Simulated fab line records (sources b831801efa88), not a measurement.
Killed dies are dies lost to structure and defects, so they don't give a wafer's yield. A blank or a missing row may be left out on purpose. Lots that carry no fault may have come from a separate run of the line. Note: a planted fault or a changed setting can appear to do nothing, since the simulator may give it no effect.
The tool behind it: which one? || flow sky130 || 11 lots with 33 wafers sampled at 4 steps, on a route of 708 steps

WHAT THE GAUGES SHOWED, per wafer
SKY_DNWELL_TW_MEAS_09. Usual: DNWELL_TW 1109, standard deviation 7.8.
{"lot": "L903", "measured": "day 3 04:35", "on": "film-metro-04", "DNWELL_TW": "1108 1117 1118", "flag": ""}
{"lot": "L906", "measured": "day 3 19:34", "on": "film-metro-02", "DNWELL_TW": "1110 1116 1110", "flag": ""}
{"lot": "L907", "measured": "day 4 09:31", "on": "film-metro-02", "DNWELL_TW": "1107 1104 1101", "flag": ""}
{"lot": "L908", "measured": "day 5 03:14", "on": "film-metro-01", "DNWELL_TW": "1103 1103 1099", "flag": ""}
{"lot": "L909", "measured": "day 5 03:23", "on": "film-metro-02", "DNWELL_TW": "1116 1122 1114", "flag": ""}
{"lot": "L910", "measured": "day 5 03:35", "on": "film-metro-04", "DNWELL_TW": "1104 1106 1107", "flag": ""}
{"lot": "L911", "measured": "day 5 20:52", "on": "film-metro-04", "DNWELL_TW": "1104 1098 1100", "flag": ""}
{"lot": "L912", "measured": "day 5 21:13", "on": "film-metro-01", "DNWELL_TW": "1102 1099 1103", "flag": ""}
{"lot": "L913", "measured": "day 5 21:29", "on": "film-metro-02", "DNWELL_TW": "1114 1121 1117", "flag": ""}
{"lot": "L924", "measured": "day 8 02:35", "on": "film-metro-04", "DNWELL_TW": "1105 1106 1101", "flag": ""}
{"lot": "L926", "measured": "day 8 11:01", "on": "film-metro-04", "DNWELL_TW": "1098 1099 1099", "flag": ""}

SKY_NWELL_TW_MEAS_15. Usual: NWELL_TW 1815, standard deviation 11.
{"lot": "L903", "measured": "day 4 12:16", "on": "film-metro-04", "NWELL_TW": "1804 1812 1818", "flag": ""}
{"lot": "L906", "measured": "day 5 04:04", "on": "film-metro-04", "NWELL_TW": "1808 1802 1800", "flag": ""}
{"lot": "L907", "measured": "day 5 18:32", "on": "film-metro-04", "NWELL_TW": "1814 1818 1813", "flag": ""}
{"lot": "L908", "measured": "day 6 14:28", "on": "film-metro-01", "NWELL_TW": "1803 1801 1804", "flag": ""}
{"lot": "L909", "measured": "day 6 14:39", "on": "film-metro-02", "NWELL_TW": "1808 1825 1820", "flag": ""}
{"lot": "L910", "measured": "day 6 15:10", "on": "film-metro-02", "NWELL_TW": "1811 1818 1826", "flag": ""}
{"lot": "L911", "measured": "day 7 10:46", "on": "film-metro-02", "NWELL_TW": "1816 1810 1822", "flag": ""}
{"lot": "L912", "measured": "day 7 11:04", "on": "film-metro-02", "NWELL_TW": "1820 1821 1812", "flag": ""}
{"lot": "L913", "measured": "day 7 11:08", "on": "film-metro-01", "NWELL_TW": "1792 1793 1801", "flag": ""}
{"lot": "L924", "measured": "day 9 22:37", "on": "film-metro-02", "NWELL_TW": "1832 1821 1831", "flag": ""}
{"lot": "L926", "measured": "day 10 07:37", "on": "film-metro-04", "NWELL_TW": "1824 1825 1808", "flag": ""}

SKY_LI_CONTACT_THK_MEAS_01. Usual: LI_CONTACT_HDPCVD_THK 929 nm, standard deviation 8.8.
{"lot": "L903", "measured": "day 28 11:08", "on": "film-metro-01", "LI_CONTACT_HDPCVD_THK (nm)": "920 928 928", "flag": ""}
{"lot": "L906", "measured": "day 28 21:17", "on": "film-metro-02", "LI_CONTACT_HDPCVD_THK (nm)": "915 922 937", "flag": ""}
{"lot": "L907", "measured": "day 29 06:09", "on": "film-metro-03", "LI_CONTACT_HDPCVD_THK (nm)": "933 935 934", "flag": ""}
{"lot": "L908", "measured": "day 30 22:25", "on": "film-metro-03", "LI_CONTACT_HDPCVD_THK (nm)": "936 929 923", "flag": ""}
{"lot": "L909", "measured": "day 31 02:52", "on": "film-metro-03", "LI_CONTACT_HDPCVD_THK (nm)": "937 929 923", "flag": ""}
{"lot": "L910", "measured": "day 31 01:06", "on": "film-metro-03", "LI_CONTACT_HDPCVD_THK (nm)": "935 929 939", "flag": ""}
{"lot": "L911", "measured": "day 32 12:55", "on": "film-metro-03", "LI_CONTACT_HDPCVD_THK (nm)": "935 925 932", "flag": ""}
{"lot": "L912", "measured": "day 32 10:18", "on": "film-metro-03", "LI_CONTACT_HDPCVD_THK (nm)": "932 934 933", "flag": ""}
{"lot": "L913", "measured": "day 32 08:17", "on": "film-metro-02", "LI_CONTACT_HDPCVD_THK (nm)": "928 933 921", "flag": ""}
{"lot": "L924", "measured": "day 35 05:28", "on": "film-metro-01", "LI_CONTACT_HDPCVD_THK (nm)": "934 1065 1061", "flag": "OFF"}
{"lot": "L926", "measured": "day 35 14:11", "on": "film-metro-01", "LI_CONTACT_HDPCVD_THK (nm)": "944 1064 939", "flag": "OFF"}

TOOL THAT RAN EACH LOT (tool first, then ch and the chambers of the sampled wafers, then the start)
{"lot": "L903", "SKY_LI_CONTACT_HDPCVD_00": "hdpcvd-01 ch 0,2, day 28 11:02"}
{"lot": "L906", "SKY_LI_CONTACT_HDPCVD_00": "hdpcvd-02 ch 0,1,2, day 28 21:11"}
{"lot": "L907", "SKY_LI_CONTACT_HDPCVD_00": "hdpcvd-02 ch 0,1, day 29 06:03"}
{"lot": "L908", "SKY_LI_CONTACT_HDPCVD_00": "hdpcvd-02 ch 1,2, day 30 22:19"}
{"lot": "L909", "SKY_LI_CONTACT_HDPCVD_00": "hdpcvd-01 ch 0,1, day 31 02:44"}
{"lot": "L910", "SKY_LI_CONTACT_HDPCVD_00": "hdpcvd-01 ch 0,1,2, day 31 01:00"}
{"lot": "L911", "SKY_LI_CONTACT_HDPCVD_00": "hdpcvd-02 ch 1,2, day 32 12:48"}
{"lot": "L912", "SKY_LI_CONTACT_HDPCVD_00": "hdpcvd-02 ch 0,1,2, day 32 10:12"}
{"lot": "L913", "SKY_LI_CONTACT_HDPCVD_00": "hdpcvd-02 ch 1,2, day 32 08:10"}
{"lot": "L924", "SKY_LI_CONTACT_HDPCVD_00": "hdpcvd-02 ch 0,1, day 35 05:21"}
{"lot": "L926", "SKY_LI_CONTACT_HDPCVD_00": "hdpcvd-02 ch 0,1, day 35 14:04"}
- SKY_LI_CONTACT_HDPCVD_00: deposits PSG, target thk 930 nm, time 155 s.

AS READ BY THE TOOLS THEMSELVES (means over the sampled wafers that have a number; for cases with no such wafer, the mark the record gives instead)
SKY_LI_CONTACT_HDPCVD_00. Usual: run-length-s at 182.6 s, with a standard deviation of 0.56.
{"lot": "L903", "tool": "hdpcvd-01", "run-length-s (s)": 181.8, "flag": ""}
{"lot": "L906", "tool": "hdpcvd-02", "run-length-s (s)": 183.1, "flag": ""}
{"lot": "L907", "tool": "hdpcvd-02", "run-length-s (s)": 182.9, "flag": ""}
{"lot": "L908", "tool": "hdpcvd-02", "run-length-s (s)": 183.1, "flag": ""}
{"lot": "L909", "tool": "hdpcvd-01", "run-length-s (s)": 182.3, "flag": ""}
{"lot": "L910", "tool": "hdpcvd-01", "run-length-s (s)": 182.0, "flag": ""}
{"lot": "L911", "tool": "hdpcvd-02", "run-length-s (s)": 183.0, "flag": ""}
{"lot": "L912", "tool": "hdpcvd-02", "run-length-s (s)": 183.2, "flag": ""}
{"lot": "L913", "tool": "hdpcvd-02", "run-length-s (s)": 183.1, "flag": ""}
{"lot": "L924", "tool": "hdpcvd-02", "run-length-s (s)": 197.2, "flag": "OFF"}
{"lot": "L926", "tool": "hdpcvd-02", "run-length-s (s)": 190.0, "flag": "OFF"}

THE ANSWER, worked out from the rows above alone
Rule: a lot is off if the mean of its wafers that have a number lies more than 3 standard deviations from the usual mean. Also off: a lot with no number at a reading for which 4 or more lots have one. Any other lot the step has rows for is counted as sound. Order of review: gauges by route order, followed by the tools' own readings, for which a lot's mean as printed above is used. The first step at which some lot is off is used, and at that step the reading that is off furthest; a lot without a number counts as furthest.
Off: L924, L926, at SKY_LI_CONTACT_THK_MEAS_01 (LI_CONTACT_HDPCVD_THK).
A tool fits if, at a process step before that reading, it ran every lot that is off, and no sound lot after the first of them. Not tried: the gauges at SKY_LI_CONTACT_THK_MEAS_01; whatever is off there is also off at SKY_LI_CONTACT_HDPCVD_00, on other tools, and gauge error can't account for it. One fits: SKY_LI_CONTACT_HDPCVD_00 on hdpcvd-02. Its last sound lot is L911 (day 32 12:48), its first lot that is off L924 (day 35 05:21): a fault that began between those two fits.
The tool's own readings at SKY_LI_CONTACT_HDPCVD_00 bear it out: on the lots that are off they differ by more than 5 times the standard deviation of the sound lots' means. run-length-s reads 193.6 s there against 182.7 s on the sound lots.

WHAT HAD BEEN PUT IN BY THE SIMULATOR
hdpcvd-02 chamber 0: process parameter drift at SKY_LI_CONTACT_HDPCVD_00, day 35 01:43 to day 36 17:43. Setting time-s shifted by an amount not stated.
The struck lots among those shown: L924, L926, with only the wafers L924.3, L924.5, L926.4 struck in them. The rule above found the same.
